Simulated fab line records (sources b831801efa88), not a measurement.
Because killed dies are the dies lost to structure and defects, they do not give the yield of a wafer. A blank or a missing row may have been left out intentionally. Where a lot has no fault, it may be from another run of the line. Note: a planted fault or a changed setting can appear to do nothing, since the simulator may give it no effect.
Which of the tools did it? + flow sfq line + 15 lots with 45 wafers sampled at 5 steps, on a route of 325 steps

WHAT THE GAUGES SHOWED, per wafer
SFQ_M4_OVL_MEAS_926. Usual: for M4_OVL the level is 1 nm and the standard deviation is 4.8.
| lot  | measured     | on         | M4_OVL (nm) | flag |
|------|--------------|------------|-------------|------|
| L889 | day 45 21:53 | overlay-02 | -1 2 -5     |      |
| L890 | day 46 02:23 | overlay-02 | -4 0 2      |      |
| L891 | day 46 03:36 | overlay-02 | 0 5 4       |      |
| L892 | day 46 06:06 | overlay-01 | 3 -5 2      |      |
| L895 | day 47 02:36 | overlay-01 | -8 2 -6     |      |
| L896 | day 47 04:59 | overlay-01 | -8 4 -2     |      |
| L897 | day 48 14:45 | overlay-01 | 1 -1 3      |      |
| L898 | day 48 23:09 | overlay-02 | -5 6 1      |      |
| L899 | day 49 03:30 | overlay-02 | 2 4 2       |      |
| L900 | day 49 14:28 | overlay-02 | -1 1 -13    |      |
| L901 | day 49 21:30 | overlay-02 | 6 5 3       |      |
| L908 | day 51 19:20 | overlay-01 | 7 5 5       |      |
| L909 | day 51 20:32 | overlay-01 | 3 8 1       |      |
| L910 | day 52 20:24 | overlay-02 | 4 3 -3      |      |
| L911 | day 52 21:45 | overlay-01 | 6 9 12      |      |

SFQ_JJ_RS_MEAS_929: a four-point-probe measurement. Usual: for JJ_NB_RS the level is 1.046 ohm/sq and the standard deviation is 0.013.
| lot  | measured     | on            | JJ_NB_RS (ohm/sq) | flag |
|------|--------------|---------------|-------------------|------|
| L889 | day 51 21:45 | film metro-03 | 1.024 1.037 1.029 |      |
| L890 | day 52 01:08 | film metro-03 | 1.054 1.058 1.048 |      |
| L891 | day 52 02:23 | film metro-02 | 1.018 1.013 1.004 |      |
| L892 | day 52 04:44 | film metro-02 | 1.049 1.039 1.042 |      |
| L895 | day 52 21:29 | film metro-03 | 1.051 1.051 1.054 |      |
| L896 | day 53 01:03 | film metro-03 | 1.043 1.048 1.051 |      |
| L897 | day 54 07:10 | film metro-03 | 1.041 1.036 1.040 |      |
| L898 | day 54 10:40 | film metro-01 | 1.056 1.032 1.057 |      |
| L899 | day 54 17:14 | film metro-03 | 1.069 1.052 1.053 |      |
| L900 | day 55 07:50 | film metro-01 | 1.043 1.040 1.046 |      |
| L901 | day 55 20:48 | film metro-01 | 1.063 1.049 1.058 |      |
| L908 | day 57 17:55 | film metro-03 | 0.768 0.772 0.770 | OFF  |
| L909 | day 57 20:19 | film metro-03 | 0.760 0.756 0.757 | OFF  |
| L910 | day 58 15:29 | film metro-02 | 1.055 1.049 1.029 |      |
| L911 | day 58 19:43 | film metro-03 | 0.768 0.766 0.764 | OFF  |

SFQ_R5_RS_MEAS_933: a four-point-probe measurement. Usual: for R5_MONX_RS the level is 7.04 ohm/sq and the standard deviation is 0.084.
| lot  | measured     | on            | R5_MONX_RS (ohm/sq) | flag |
|------|--------------|---------------|---------------------|------|
| L889 | day 58 03:22 | film metro-01 | 7.11 7.08 7.15      |      |
| L890 | day 58 04:19 | film metro-03 | 6.91 6.95 6.95      |      |
| L891 | day 58 06:23 | film metro-01 | 7.08 6.92 7.06      |      |
| L892 | day 58 09:33 | film metro-04 | 6.99 7.02 7.02      |      |
| L895 | day 59 03:35 | film metro-01 | 6.98 6.99 6.96      |      |
| L896 | day 59 04:19 | film metro-04 | 6.96 7.08 7.01      |      |
| L897 | day 60 00:49 | film metro-01 | 7.11 6.98 7.01      |      |
| L898 | day 61 01:31 | film metro-04 | 6.90 6.94 6.95      |      |
| L899 | day 61 03:56 | film metro-03 | 7.16 7.10 7.15      |      |
| L900 | day 61 06:58 | film metro-03 | 7.06 7.19 7.15      |      |
| L901 | day 61 08:43 | film metro-03 | 6.99 7.00 7.03      |      |
| L908 | day 63 12:50 | film metro-03 | 7.00 7.04 7.09      |      |
| L909 | day 63 21:14 | film metro-01 | 6.98 7.05 7.11      |      |
| L910 | day 64 01:33 | film metro-01 | 7.00 6.95 6.90      |      |
| L911 | day 64 08:41 | film metro-04 | 6.98 7.05 6.96      |      |

WHAT TOOL EACH LOT RAN ON (gives the tool, then ch and the chambers of the sampled wafers, and finally the start)
| lot  | SFQ_TRILAYER_JJ_TRILAYER_DEP_SPUTTER_112 | SFQ_TRILAYER_M5_STRIP_STRIP_127   |
|------|------------------------------------------|-----------------------------------|
| L889 | pvd sputter-04, day 51 21:38             | rie metal-02 ch 0,1, day 57 19:49 |
| L890 | pvd sputter-06, day 52 01:03             | rie metal-02 ch 1, day 57 22:01   |
| L891 | pvd sputter-04, day 52 02:15             | rie metal-03 ch 0,1, day 57 23:25 |
| L892 | pvd sputter-05, day 52 04:39             | rie metal-03 ch 0,1, day 58 01:37 |
| L895 | pvd sputter-06, day 52 21:23             | rie metal-02 ch 0,1, day 58 15:01 |
| L896 | pvd sputter-04, day 53 00:59             | rie metal-02 ch 0,1, day 58 18:25 |
| L897 | pvd sputter-06, day 54 07:04             | rie metal-02 ch 0, day 59 19:38   |
| L898 | pvd sputter-04, day 54 10:35             | rie metal-01 ch 0,1, day 60 20:22 |
| L899 | pvd sputter-06, day 54 17:08             | rie metal-02 ch 0,1, day 60 22:46 |
| L900 | pvd sputter-04, day 55 07:43             | rie metal-03 ch 0,1, day 61 00:10 |
| L901 | pvd sputter-06, day 55 20:43             | rie metal-02 ch 0,1, day 61 03:34 |
| L908 | pvd sputter-06, day 57 17:49             | rie metal-03 ch 0,1, day 63 07:40 |
| L909 | pvd sputter-06, day 57 20:13             | rie metal-03 ch 0,1, day 63 16:04 |
| L910 | pvd sputter-04, day 58 15:25             | rie metal-01 ch 0,1, day 63 20:23 |
| L911 | pvd sputter-06, day 58 19:37             | rie metal-03 ch 1, day 64 03:07   |
- SFQ_TRILAYER_JJ_TRILAYER_DEP_SPUTTER_112: material Nb, target thk 170 nm, time 113.3 s.
- SFQ_TRILAYER_M5_STRIP_STRIP_127: strips in O2.

WHAT THE TOOLS THEMSELVES READ (means of the sampled wafers that have a number; where no wafer has one, the mark that the record gives instead)
SFQ_TRILAYER_JJ_TRILAYER_DEP_SPUTTER_112. Usual: throttle valve pct reads 30.1 % (standard deviation 1).
| lot  | tool           | throttle valve pct (%) | flag |
|------|----------------|------------------------|------|
| L889 | pvd sputter-04 | 30.3                   |      |
| L890 | pvd sputter-06 | 29.7                   |      |
| L891 | pvd sputter-04 | 29.7                   |      |
| L892 | pvd sputter-05 | 30.0                   |      |
| L895 | pvd sputter-06 | 30.2                   |      |
| L896 | pvd sputter-04 | 30.4                   |      |
| L897 | pvd sputter-06 | 30.1                   |      |
| L898 | pvd sputter-04 | 30.0                   |      |
| L899 | pvd sputter-06 | 30.5                   |      |
| L900 | pvd sputter-04 | 31.1                   |      |
| L901 | pvd sputter-06 | 30.4                   |      |
| L908 | pvd sputter-06 | 29.9                   |      |
| L909 | pvd sputter-06 | 30.6                   |      |
| L910 | pvd sputter-04 | 28.8                   |      |
| L911 | pvd sputter-06 | 30.3                   |      |

SFQ_TRILAYER_M5_STRIP_STRIP_127. Usual: drypump motor current A 5.6 A, standard deviation 0.56; he backside leak sccm 3.5 sccm, standard deviation 0.32; oes product au 0.999 a.u., standard deviation 0.0091.
| lot  | tool         | drypump motor current A (A) | he backside leak sccm (sccm) | oes product au (a.u.) | flag |
|------|--------------|-----------------------------|------------------------------|-----------------------|------|
| L889 | rie metal-02 | 5.5                         | 3.4                          | 0.998                 |      |
| L890 | rie metal-02 | 5.1                         | 3.6                          | 1.015                 |      |
| L891 | rie metal-03 | 5.4                         | 3.4                          | 0.999                 |      |
| L892 | rie metal-03 | 5.3                         | 3.4                          | 0.996                 |      |
| L895 | rie metal-02 | 5.5                         | 3.6                          | 1.005                 |      |
| L896 | rie metal-02 | 5.5                         | 3.6                          | 1.003                 |      |
| L897 | rie metal-02 | 6.3                         | 3.3                          | 1.002                 |      |
| L898 | rie metal-01 | 6.2                         | 3.7                          | 0.990                 |      |
| L899 | rie metal-02 | 5.9                         | 3.4                          | 1.005                 |      |
| L900 | rie metal-03 | 5.3                         | 3.3                          | 0.987                 |      |
| L901 | rie metal-02 | 5.5                         | 3.6                          | 1.004                 |      |
| L908 | rie metal-03 | 5.3                         | 3.4                          | 0.989                 |      |
| L909 | rie metal-03 | 5.4                         | 3.4                          | 0.993                 |      |
| L910 | rie metal-01 | 5.9                         | 3.7                          | 0.989                 |      |
| L911 | rie metal-03 | 5.2                         | 3.3                          | 0.994                 |      |

THE ANSWER, worked out from the rows above alone
Rule: a lot counts as off when the mean over its wafers that have a number is more than 3 standard deviations away from the usual mean. Also off: a lot with no number at a reading for which 4 or more lots have one. All remaining lots with rows at the step are treated as sound. Order of review: gauges by route order, followed by the tools' own readings, for which a lot's mean as printed above is used. At the first step where some lot is off, the reading lying furthest off is the one used; lots without a number count as furthest.
Off: L908, L909, L911, at SFQ_JJ_RS_MEAS_929 (JJ_NB_RS).
A tool fits if, at a process step before that reading, it ran every lot that is off, and no sound lot after the first of them. Those tools and the gauges at SFQ_JJ_RS_MEAS_929 are tried in the same way. 2 tools fit, pvd sputter-06 at SFQ_TRILAYER_JJ_TRILAYER_DEP_SPUTTER_112 and film metro-03 at SFQ_JJ_RS_MEAS_929, so this cannot tell which one it is.

WHAT HAD BEEN PUT IN BY THE SIMULATOR
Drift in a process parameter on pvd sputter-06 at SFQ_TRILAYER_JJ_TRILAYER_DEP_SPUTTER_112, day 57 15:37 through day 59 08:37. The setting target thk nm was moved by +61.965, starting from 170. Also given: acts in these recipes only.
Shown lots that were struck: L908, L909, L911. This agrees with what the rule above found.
